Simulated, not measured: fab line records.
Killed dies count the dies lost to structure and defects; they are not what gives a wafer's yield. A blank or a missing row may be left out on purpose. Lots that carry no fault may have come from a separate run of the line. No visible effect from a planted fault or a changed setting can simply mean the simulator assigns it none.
A lot that was struck, set against a sound lot || flow sky130 || 43 out of 708 route steps
Sound: wafers L345.2, L345.3, L345.4. Struck: wafer L350.3 (L350.1, L350.4, from the same lot, were not struck and are left out); the cause is given at the end.
Per side, at each step with rows, come the tool, then ch with its chambers, and then its first start. Under that, the readings that differ: sound wafers || struck wafers || difference of the means || sigmas: that difference in standard deviations of wafers without a fault.
alike: a reading whose means differ by less than 2 such deviations, as well as words and numbers matching on both sides. not compared: withheld readings; readings where some wafer has no value; bounds like >300 that might hide an equal value; numbers whose values overlap and for which the record gives no deviation.
Wherever a step has rows on one side only, a row that says differs or no value, or a row with sigmas, the two part there. Numbers that have no deviation but don't overlap get no sigmas and don't part them. Lack of a reading on every wafer of one side parts them only where that side has two or more wafers.

SKY_VIA3_BOW_MEAS_03:
  sound: film-metro-04 at day 39 02:57; struck: film-metro-01 at day 41 03:02
  alike: VIA3_BOW
then, 8 steps without rows for these wafers: SKY_VIA3_DEHYDRATE_04 (time 60 s); SKY_VIA3_HMDS_05 (prime time 60 s); SKY_VIA3_COAT_06 (resist thk 60 nm); SKY_VIA3_COAT_07 (resist thk 450 nm); SKY_VIA3_SOFTBAKE_08 (time 90 s); SKY_VIA3_EXPOSE_09 (exposes mask VIM3, target cd 200 nm); SKY_VIA3_PEB_10; SKY_VIA3_DEVELOP_11 (develop time 60 s).
SKY_VIA3_CD_MEAS_12 targets a cd of 200 nm.
  sound: cd-sem-01 at day 40 03:14; struck: cd-sem-01 at day 42 01:24
  alike: cd-nm
SKY_VIA3_OVL_MEAS_13:
  sound: overlay-01 at day 40 03:20; struck: overlay-02 at day 42 01:31
  alike: VIA3_OVL
SKY_VIA3_ETCH_14: etches BARC in N2/H2, stops on SiO2, time 45.9 s, target depth 60 nm.
  sound on rie-diel-04 ch 0,1,3, day 40 03:22; struck on rie-diel-03 ch 3, day 42 01:34
{"reading": "rf-hours-counter-h (h)", "sound": "12 5 4", "struck": 14, "difference": "+7", "sigmas": ""}
  alike: bias-w, drypump-motor-current-A, oes-product-au, throttle-valve-pct
SKY_VIA3_ETCH_15: etches SiO2 in C4F8/O2/Ar, stops on TiN, target depth 507 nm, time 78 s.
  sound on rie-diel-04 ch 0,1,3, day 40 03:25; struck on rie-diel-03 ch 3, day 42 01:36
{"reading": "rf-hours-counter-h (h)", "sound": "12 5 4", "struck": 14, "difference": "+7", "sigmas": ""}
  alike: bias-w, oes-product-au
SKY_VIA3_STRIP_16: strips in O2/N2.
  sound on plasma-asher-01 ch 0,1, day 40 03:28; struck on plasma-asher-04 ch 0, day 42 01:40
  alike: drypump-motor-current-A, oes-product-au, strip-time-to-endpoint-s
  not compared: rf-hours-counter-h
then, 5 steps without rows for these wafers: SKY_VIA3_STRIP_17 (strips in post etch residue remover, time 1200 s); SKY_VIA3_CLEAN_18 (cleans in IPA, time 180 s); SKY_VIA3_CLEAN_19 (cleans in O3/DIW); SKY_VIA3_SPUTTER_20 (material TiN, target thk 20 nm, time 80 s); SKY_VIA3_CVD_21 (deposits W, target thk 390 nm, time 117.31 s).
SKY_VIA3_RS_MEAS_22: a four-point-probe measurement.
  sound: film-metro-02 at day 40 04:18; struck: film-metro-02 at day 42 02:26
  alike: VIA3_W_RS
SKY_VIA3_THK_MEAS_23: measures by xrf.
  sound: film-metro-02 at day 40 04:25; struck: film-metro-02 at day 42 02:34
  alike: VIA3_W_THK
SKY_VIA3_CMP_24: polishes, stops on SiO2, t overpolish 20 s, target thk 0 nm.
  sound on cmp-01 ch 0,1,2, day 40 04:28; struck on cmp-01 ch 1, day 42 02:37
  alike: motor-current-A, overpolish-run-s, time-to-endpoint-s
then, 6 steps without rows for these wafers: SKY_METAL4_SPUTTER_00 (material Ti, target thk 15 nm, time 10 s); SKY_METAL4_SPUTTER_01 (material TiN, target thk 20 nm, time 16.7 s); SKY_METAL4_SPUTTER_02 (material AlCu, target thk 735 nm, time 39.1 s); SKY_METAL4_SPUTTER_03 (material Ti, target thk 5 nm, time 3.3 s); SKY_METAL4_SPUTTER_04 (material TiN, target thk 70 nm, time 58.3 s); SKY_CAP2M_CVD_00 (deposits SiO2, target thk 15.5 nm).
SKY_CAP2M_THK_MEAS_01:
  sound: film-metro-03 at day 40 04:56; struck: film-metro-04 at day 42 03:06
  alike: CAP2M_CVD_00_THK
SKY_CAP2M_SPUTTER_02: material TiN, target thk 200 nm, time 166.7 s.
  sound: pvd-sputter-01 at day 40 04:59; struck: pvd-sputter-02 at day 42 03:10
  alike: throttle-valve-pct
SKY_CAP2M_RS_MEAS_03: a four-point-probe measurement.
  sound: film-metro-04 at day 40 05:07; struck: film-metro-01 at day 42 03:16
  alike: CAP2M_TIN_RS
SKY_CAP2M_THK_MEAS_04: measures by xrf.
  sound: film-metro-04 at day 40 05:14; struck: film-metro-01 at day 42 03:23
{"reading": "CAP2M_TIN_THK (nm)", "sound": "197.1 196.3 197.9", "struck": 202.4, "difference": "+5.3", "sigmas": "+2"}
then, 7 steps without rows for these wafers: SKY_CAP2M_DEHYDRATE_05 (time 60 s); SKY_CAP2M_HMDS_06 (prime time 60 s); SKY_CAP2M_COAT_07 (resist thk 1140 nm); SKY_CAP2M_SOFTBAKE_08 (time 60 s); SKY_CAP2M_EXPOSE_09 (exposes mask CAP2M, target cd 1000 nm); SKY_CAP2M_PEB_10; SKY_CAP2M_DEVELOP_11 (develop time 60 s).
SKY_CAP2M_OVL_MEAS_12:
  sound: overlay-02 at day 41 05:04; struck: overlay-01 at day 43 02:10
  alike: CAP2M_OVL
then, 1 step without rows for these wafers: SKY_CAP2M_METAL_ETCH_13 (etches TiN in Cl2/BCl3, stops on SiO2, target depth 220 nm, time 62.9 s).
SKY_CAP2M_STRIP_14: strips in O2/N2.
  sound on plasma-asher-04 ch 0,1, day 41 05:11; struck on plasma-asher-03 ch 1, day 43 02:17
  alike: drypump-motor-current-A, oes-product-au, strip-time-to-endpoint-s
  not compared: rf-hours-counter-h
-- the record jumps here: 5 days lie between the struck wafers' starts before and after (it left off in module CAP2M and takes up again in module PAD_OPEN, whose first step shown is number 708 of the route) --
SKY_PAD_OPEN_PROBE_99:
  sound: prober-01 at day 46 03:52; struck: prober-01 at day 47 18:15
{"reading": "defect-limited-yield (%)", "sound": "83.1 82.5 83.3", "struck": 76.0, "difference": -7.0, "sigmas": -4}
{"reading": "killed_at_M0_to_M3", "sound": "54 46 45", "struck": 84, "difference": "+36", "sigmas": "+6"}
{"reading": "killed-dies", "sound": "83 86 82", "struck": 118, "difference": "+34", "sigmas": "+4"}
{"reading": "sort_bin_3_pad_short (%)", "sound": "1.2 1.0 1.0", "struck": 2.4, "difference": "+1.3", "sigmas": "+3"}
{"reading": "sort_bin_5_function (%)", "sound": "10.6 10.0 9.1", "struck": 15.2, "difference": "+5.3", "sigmas": "+3"}
{"reading": "sort-n-pass", "sound": "409 406 410", "struck": 374, "difference": -34, "sigmas": -4}
{"reading": "sort-yield-pct (%)", "sound": "83.1 82.5 83.3", "struck": 76.0, "difference": -7.0, "sigmas": -4}
{"reading": "model.etest.tester.sort-n-pass", "sound": "409 406 410", "struck": 374, "difference": -34, "sigmas": ""}
{"reading": "model.etest.tester.sort-yield-pct (%)", "sound": "83.13 82.52 83.33", "struck": 76.02, "difference": -6.97, "sigmas": ""}
{"reading": "model.etest.tester.sort_bin_5_pct (%)", "sound": "10.57 9.959 9.146", "struck": 15.24, "difference": "+5.35", "sigmas": ""}
{"reading": "model.etest.tester.sort_bin_3_pct (%)", "sound": "1.22 1.016 1.016", "struck": 2.439, "difference": "+1.355", "sigmas": ""}
  alike: killed_at_M4_up, killed-at-contacts, killed-at-front-end, killed-at-other, killed-open, killed-short, sort_bin_6_memory

== WHERE THEY PART ==
At SKY_CAP2M_THK_MEAS_04 first; at SKY_PAD_OPEN_PROBE_99 last (within this record only).

WHY: whatever the simulator had introduced
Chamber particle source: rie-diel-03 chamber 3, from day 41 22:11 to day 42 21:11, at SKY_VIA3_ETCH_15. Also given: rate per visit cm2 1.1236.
